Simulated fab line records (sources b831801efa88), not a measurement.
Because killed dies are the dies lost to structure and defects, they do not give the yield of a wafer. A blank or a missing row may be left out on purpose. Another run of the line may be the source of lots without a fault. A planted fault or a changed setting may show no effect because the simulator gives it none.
fab line records    flow gf180mcu
record: lots: 14  wafers: 42  last-day: 34
route steps=602 shown VT_IMPLANT@135 HV_LDD@197
lots with no fault: from the same line, run without faults
start-h: start of the lot's first displayed wafer, in hours after the record's first day    wait-h: hours from the lot's prior step to this one    " repeats the value in the row above    L1.1+2: one row covering several wafers at once    - either no value or no given start    * or withheld: withheld    < > ~ a bound
route shown NAME@n: names a module that has steps shown in the file, with the first one's number in the route    usual: mean and standard deviation over wafers with no fault    same: alike in all rows    chamber/n: place in a boat    sites: the reading at each site    _std_site: standard deviation across them    _edge_site: the outer-site mean with the inner-site mean subtracted    radius-mm: for every site, how far away it sits from the centre of the wafer    mask NAME#n: copy n    behind: tool/chamber where the wafer was last shaped    hold: why the lot was held/for how many hours/how that ended    device: transistor that didn't switch, given as n, p or np    end of line: the tests these same wafers got at the end of their route    for a step that has no rows: nothing shown but its recipe    killed: the dies lost at the first sort to structure and to defects; this is not the yield of the wafer    map: the dies of a wafer, with x for killed, . for not killed, _ for no die there
set.NAME: the setting as run; set.NAME@STEP: as run at that earlier step    model.NAME: the simulator's own value behind a step, which no gauge read
route steps across a sampled set of lots; one table per step, one row per wafer
services: when a tool's chamber went out of use (start-h, in hours from the record's first day, below 0 if earlier), for how many hours, and the reason
== steps ==
step: GF_VT_IMPLANT_RTA_45
recipe: temp-c: 1050  time-s: 30  ambient: N2
usual: anneal-temp-c-max: 1053.1/0.75  lamp-power-pct: 36.3/2.5  wafer_temp_C_max: 1053.8/0.78
lot.wafer  tool           chamber  start-h  wait-h  anneal-temp-c-max  lamp-power-pct  wafer_temp_C_max
L328.2     rtp-anneal-02  0        158.47   0.0     1053.9             33.9            1054.6
L328.4     "              0        "        "       1053.7             33.9            1054.2
L328.5     "              0        "        "       1054.5             33.9            1053.8
L330.1     rtp-anneal-01  0        171.40   0.0     1052.6             38.8            1052.9
L330.2     "              0        "        "       1053.2             38.8            1054.2
L330.5     "              0        "        "       1052.4             38.8            1053.3
L331.1     rtp-anneal-02  0        177.46   0.0     1054.2             33.9            1053.3
L331.3     "              0        "        "       1053.7             33.8            1055.1
L331.5     "              0        "        "       1052.6             33.9            1054.0
L333.1     rtp-anneal-01  0        192.90   0.0     1052.4             38.8            1053.8
L333.5     "              0        "        "       1052.4             38.7            1054.1
L333.6     "              0        "        "       1051.8             38.8            1054.0
L334.2     rtp-anneal-02  0        195.53   0.0     1053.8             33.8            1055.5
L334.4     "              0        "        "       1054.2             33.8            1054.8
L334.6     "              0        "        "       1053.8             33.9            1053.8
L335.3     rtp-anneal-01  0        203.05   0.0     1051.7             38.8            1052.4
L335.5     "              0        "        "       1052.9             38.7            1052.9
L335.6     "              0        "        "       1052.8             38.7            1052.8
L336.2     rtp-anneal-01  0        209.95   0.0     1052.8             38.8            1053.2
L336.3     "              0        "        "       1052.1             38.7            1052.7
L336.6     "              0        "        "       1052.4             38.8            1055.5
L340.1     rtp-anneal-01  0        238.41   0.0     1052.3             38.8            1055.1
L340.2     "              0        "        "       1052.6             38.8            1055.0
L340.4     "              0        "        "       1052.9             38.8            1053.9
L344.1     rtp-anneal-01  0        264.06   0.0     1052.5             38.8            1053.5
L344.2     "              0        "        "       1052.1             38.8            1052.9
L344.5     "              0        "        "       1052.2             38.8            1053.7
L346.1     rtp-anneal-01  0        278.25   0.0     1051.5             38.8            1053.9
L346.2     "              0        "        "       1052.4             38.7            1054.3
L346.4     "              0        "        "       1053.3             38.8            1053.0
L347.1     rtp-anneal-02  0        284.05   0.0     1052.8             33.8            1054.8
L347.2     "              0        "        "       1053.5             33.9            1055.4
L347.5     "              0        "        "       1053.7             33.9            1053.3
L348.1     rtp-anneal-01  0        290.91   0.0     1052.8             38.7            1053.1
L348.3     "              0        "        "       1052.3             38.7            1053.4
L348.4     "              0        "        "       1051.3             38.9            1053.9
L350.3     rtp-anneal-02  0        303.74   0.0     1053.3             33.9            1053.7
L350.5     "              0        "        "       1052.7             33.9            1054.5
L350.6     "              0        "        "       1052.4             33.9            1054.2
L351.2     rtp-anneal-02  0        311.30   0.0     1054.5             33.8            1055.3
L351.4     "              0        "        "       1053.6             33.9            1053.8
L351.5     "              0        "        "       1053.4             33.9            1053.8
step: GF_HV_LDD_IMPLANT_21
recipe: species: BF2  energy-kev: 25  dose-cm2: 5e+13  tilt-deg: 7
usual: beam-energy-keV: 25.002/0.0075
same: implant-ion-amu: 49
lot.wafer  tool          chamber  start-h  wait-h  beam-energy-keV
L328.2     implanter-03  0        235.37   0.0     25.003
L328.4     "             0        "        "       24.993
L328.5     "             0        "        "       24.999
L330.1     implanter-03  0        250.20   0.0     24.993
L330.2     "             0        "        "       25.008
L330.5     "             0        "        "       24.998
L331.1     implanter-02  0        255.10   0.0     24.996
L331.3     "             0        "        "       25.003
L331.5     "             0        "        "       25.008
L333.1     implanter-01  0        273.20   0.0     25.016
L333.5     "             0        "        "       25.009
L333.6     "             0        "        "       25.003
L334.2     implanter-01  0        277.53   0.0     25.011
L334.4     "             0        "        "       25.003
L334.6     "             0        "        "       25.005
L335.3     implanter-03  0        286.51   0.1     24.996
L335.5     "             0        "        "       25.001
L335.6     "             0        "        "       24.998
L336.2     implanter-01  0        295.22   0.0     25.004
L336.3     "             0        "        "       25.002
L336.6     "             0        "        "       25.005
L340.1     implanter-03  0        328.80   0.0     22.253
L340.2     "             0        "        "       22.245
L340.4     "             0        "        "       22.235
L344.1     implanter-03  0        353.59   0.0     22.233
L344.2     "             0        "        "       22.243
L344.5     "             0        "        "       22.234
L346.1     implanter-01  0        371.76   0.0     25.004
L346.2     "             0        "        "       25.001
L346.4     "             0        "        "       24.999
L347.1     implanter-02  0        380.36   0.0     24.990
L347.2     "             0        "        "       25.009
L347.5     "             0        "        "       25.005
L348.1     implanter-01  0        382.96   0.0     25.002
L348.3     "             0        "        "       25.018
L348.4     "             0        "        "       25.011
L350.3     implanter-01  0        399.51   0.1     24.996
L350.5     "             0        "        "       25.007
L350.6     "             0        "        "       24.993
L351.2     implanter-01  0        410.32   0.0     25.009
L351.4     "             0        "        "       25.003
L351.5     "             0        "        "       25.002
step: GF_HV_LDD_TW_MEAS_23
usual: HV_LDD_2_TW: 1052/5.4
lot.wafer  tool           chamber  start-h  wait-h  HV_LDD_2_TW
L328.2     film-metro-02  -        235.61   0.1     1052
L328.4     "              -        "        "       1046
L328.5     "              -        "        "       1052
L330.1     film-metro-02  -        250.45   0.1     1051
L330.2     "              -        "        "       1050
L330.5     "              -        "        "       1051
L331.1     film-metro-03  -        255.35   0.1     1047
L331.3     "              -        "        "       1044
L331.5     "              -        "        "       1044
L333.1     film-metro-03  -        273.45   0.1     1043
L333.5     "              -        "        "       1053
L333.6     "              -        "        "       1052
L334.2     film-metro-04  -        277.77   0.1     1060
L334.4     "              -        "        "       1056
L334.6     "              -        "        "       1056
L335.3     film-metro-04  -        286.73   0.1     1061
L335.5     "              -        "        "       1064
L335.6     "              -        "        "       1057
L336.2     film-metro-03  -        295.46   0.1     1051
L336.3     "              -        "        "       1049
L336.6     "              -        "        "       1047
L340.1     film-metro-03  -        329.05   0.1     1019
L340.2     "              -        "        "       1018
L340.4     "              -        "        "       1020
L344.1     film-metro-02  -        353.84   0.1     1015
L344.2     "              -        "        "       1015
L344.5     "              -        "        "       1017
L346.1     film-metro-04  -        372.01   0.1     1046
L346.2     "              -        "        "       1051
L346.4     "              -        "        "       1046
L347.1     film-metro-04  -        380.61   0.1     1059
L347.2     "              -        "        "       1056
L347.5     "              -        "        "       1055
L348.1     film-metro-02  -        383.21   0.1     1050
L348.3     "              -        "        "       1056
L348.4     "              -        "        "       1052
L350.3     film-metro-02  -        399.73   0.1     1060
L350.5     "              -        "        "       1054
L350.6     "              -        "        "       1059
L351.2     film-metro-04  -        410.55   0.1     1053
L351.4     "              -        "        "       1055
L351.5     "              -        "        "       1055
== services ==
tool          chamber  start-h  hours  kind
implanter-02  -        135.17   5.1    repair
implanter-03  -        152.74   6.0    repair
implanter-03  -        169.54   2.3    repair
implanter-02  -        179.69   1.1    repair
implanter-01  -        183.09   2.7    pm
implanter-02  -        233.29   1.2    repair
implanter-01  -        250.47   0.7    repair
implanter-02  -        268.03   0.6    repair
implanter-02  -        305.85   0.7    repair
implanter-02  -        317.33   1.8    repair
implanter-03  -        380.24   5.6    pm
== key ==
first-sign: step: GF_HV_LDD_IMPLANT_21  reading: beam-energy-keV  direction: down  sigmas: 99+  usual: 25.002  struck: 22.241
effect: step: GF_HV_LDD_TW_MEAS_23  reading: HV_LDD_2_TW  direction: down  sigmas: 6.4  usual: 1052  struck: 1017
met-at GF_HV_LDD_IMPLANT_21
struck-lots L340,L344
tester-left-out L340,L344
not-acting-at GF_VT_IMPLANT_RTA_45
onset-between 286.51 328.80
fault: kind: process-parameter-drift  tool: implanter-03  chamber: -  onset-h: 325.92  steps: GF_HV_LDD_IMPLANT_21  channel: energy-kev  offset: -2.7594  shape: step  end-h: 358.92  acts-in: these-recipes-only  stated: 25
tester-left-out: of these lots the tester's yield and bins aren't shown, on N5 and GAA mostly nor the transistor test; their killed dies are dies lost to structure and defects alone, not to doping, threshold or leakage, so they don't give the yield
